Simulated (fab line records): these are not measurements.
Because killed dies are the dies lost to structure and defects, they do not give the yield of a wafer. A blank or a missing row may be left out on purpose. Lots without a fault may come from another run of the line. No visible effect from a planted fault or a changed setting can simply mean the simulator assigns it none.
What tool caused it? || flow gf180mcu || 11 lots, 33 wafers sampled, at 4 steps of a route of 602

WHAT EACH GAUGE READ, for each wafer
GF_CONTACT_RS_MEAS_25: measures by four-point-probe.
{"lot": "L813", "measured": "day 16 20:40", "on": "film-metro-02", "CONTACT_W_RS (ohm/sq)": "0.374 0.376 0.380"}
{"lot": "L815", "measured": "day 17 15:49", "on": "film-metro-02", "CONTACT_W_RS (ohm/sq)": "0.388 0.381 0.390"}
{"lot": "L816", "measured": "day 18 01:59", "on": "film-metro-04", "CONTACT_W_RS (ohm/sq)": "0.379 0.375 0.373"}
{"lot": "L817", "measured": "day 18 12:04", "on": "film-metro-04", "CONTACT_W_RS (ohm/sq)": "0.375 0.384 0.376"}
{"lot": "L819", "measured": "day 19 04:57", "on": "film-metro-04", "CONTACT_W_RS (ohm/sq)": "0.390 0.382 0.380"}
{"lot": "L823", "measured": "day 20 23:39", "on": "film-metro-02", "CONTACT_W_RS (ohm/sq)": "0.384 0.382 0.381"}
{"lot": "L825", "measured": "day 21 08:11", "on": "film-metro-04", "CONTACT_W_RS (ohm/sq)": "0.382 0.374 0.383"}
{"lot": "L829", "measured": "day 22 21:15", "on": "film-metro-01", "CONTACT_W_RS (ohm/sq)": "0.519 0.533 0.527 0.521 0.532 0.526"}
{"lot": "L830", "measured": "day 23 08:20", "on": "film-metro-01", "CONTACT_W_RS (ohm/sq)": "0.523 0.525 0.532 0.524 0.526 0.532"}
{"lot": "L831", "measured": "day 23 11:04", "on": "film-metro-02", "CONTACT_W_RS (ohm/sq)": "0.378 0.382 0.383"}
{"lot": "L834", "measured": "day 24 04:17", "on": "film-metro-02", "CONTACT_W_RS (ohm/sq)": "0.381 0.383 0.383"}

TOOL THAT RAN EACH LOT (tool first, then ch and the chambers of the sampled wafers, then the start)
{"lot": "L813", "GF_CONTACT_CVD_02": "pecvd-02 ch 0,1,2, day 15 20:51", "GF_CONTACT_SPUTTER_23": "pvd-sputter-01, day 16 20:31", "GF_CONTACT_CVD_24": "cvd-w-01 ch 0,1, day 16 20:34"}
{"lot": "L815", "GF_CONTACT_CVD_02": "pecvd-01 ch 0,1,2, day 16 16:14", "GF_CONTACT_SPUTTER_23": "pvd-sputter-01, day 17 15:41", "GF_CONTACT_CVD_24": "cvd-w-01 ch 0,1, day 17 15:43"}
{"lot": "L816", "GF_CONTACT_CVD_02": "pecvd-01 ch 0,1, day 17 00:55", "GF_CONTACT_SPUTTER_23": "pvd-sputter-02, day 18 01:42", "GF_CONTACT_CVD_24": "cvd-w-01 ch 0, day 18 01:46"}
{"lot": "L817", "GF_CONTACT_CVD_02": "pecvd-04 ch 0,2, day 17 10:41", "GF_CONTACT_SPUTTER_23": "pvd-sputter-01, day 18 11:56", "GF_CONTACT_CVD_24": "cvd-w-01 ch 0,1, day 18 11:58"}
{"lot": "L819", "GF_CONTACT_CVD_02": "pecvd-01 ch 0,1,2, day 18 04:14", "GF_CONTACT_SPUTTER_23": "pvd-sputter-04, day 19 04:49", "GF_CONTACT_CVD_24": "cvd-w-01 ch 0,1, day 19 04:51"}
{"lot": "L823", "GF_CONTACT_CVD_02": "pecvd-02 ch 0,1,2, day 19 21:40", "GF_CONTACT_SPUTTER_23": "pvd-sputter-02, day 20 23:21", "GF_CONTACT_CVD_24": "cvd-w-02 ch 0, day 20 23:29"}
{"lot": "L825", "GF_CONTACT_CVD_02": "pecvd-04 ch 0,1,2, day 20 07:26", "GF_CONTACT_SPUTTER_23": "pvd-sputter-02, day 21 08:03", "GF_CONTACT_CVD_24": "cvd-w-01 ch 0,1, day 21 08:05"}
{"lot": "L829", "GF_CONTACT_CVD_02": "pecvd-02 ch 0,1,2, day 21 20:45", "GF_CONTACT_SPUTTER_23": "pvd-sputter-02, day 22 21:04", "GF_CONTACT_CVD_24": "cvd-w-01 ch 0,1, day 22 21:08"}
{"lot": "L830", "GF_CONTACT_CVD_02": "pecvd-02 ch 0,1, day 22 07:37", "GF_CONTACT_SPUTTER_23": "pvd-sputter-04, day 23 08:10", "GF_CONTACT_CVD_24": "cvd-w-01 ch 0,1, day 23 08:13"}
{"lot": "L831", "GF_CONTACT_CVD_02": "pecvd-02 ch 0,1, day 22 10:46", "GF_CONTACT_SPUTTER_23": "pvd-sputter-02, day 23 10:56", "GF_CONTACT_CVD_24": "cvd-w-02 ch 0,1, day 23 10:58"}
{"lot": "L834", "GF_CONTACT_CVD_02": "pecvd-01 ch 0,2, day 23 04:56", "GF_CONTACT_SPUTTER_23": "pvd-sputter-02, day 24 04:10", "GF_CONTACT_CVD_24": "cvd-w-02 ch 0,1, day 24 04:11"}
- GF_CONTACT_CVD_02: deposits SiO2 from TEOS, target thk 860 nm, time 95.992 s.
- GF_CONTACT_SPUTTER_23: material TiN, target thk 10 nm, time 40 s.
- GF_CONTACT_CVD_24: deposits W, target thk 300 nm, time 90.339 s.

THE ANSWER, worked out from the rows above alone
Rule: the usual values come from the lots themselves. The widest of any qualifying gaps counts: lots, ordered by their means at a reading, are off when they make up no more than a third of the lots, leave a main group of 4 or more, and stand apart from it by 3 or more times the standard deviation of that group's means. The tables above print the reading to a certain number of digits; a main group whose means all agree to those digits is not used. A lot without any number at a reading at which 4 lots or more have one is off too. Any other lot the step has rows for is counted as sound.
Off: at GF_CONTACT_RS_MEAS_25 (CONTACT_W_RS), L829, L830. Main group: mean 0.381 ohm/sq, sd 0.0033.
If a tool, at a process step before that reading, ran all the lots that are off and no sound lot after the first of them, it fits. The gauges at GF_CONTACT_RS_MEAS_25 are tried like those tools. This does not decide it: 2 tools fit, namely cvd-w-01 at GF_CONTACT_CVD_24 and film-metro-01 at GF_CONTACT_RS_MEAS_25.

WHAT WAS PUT IN BY THE SIMULATOR
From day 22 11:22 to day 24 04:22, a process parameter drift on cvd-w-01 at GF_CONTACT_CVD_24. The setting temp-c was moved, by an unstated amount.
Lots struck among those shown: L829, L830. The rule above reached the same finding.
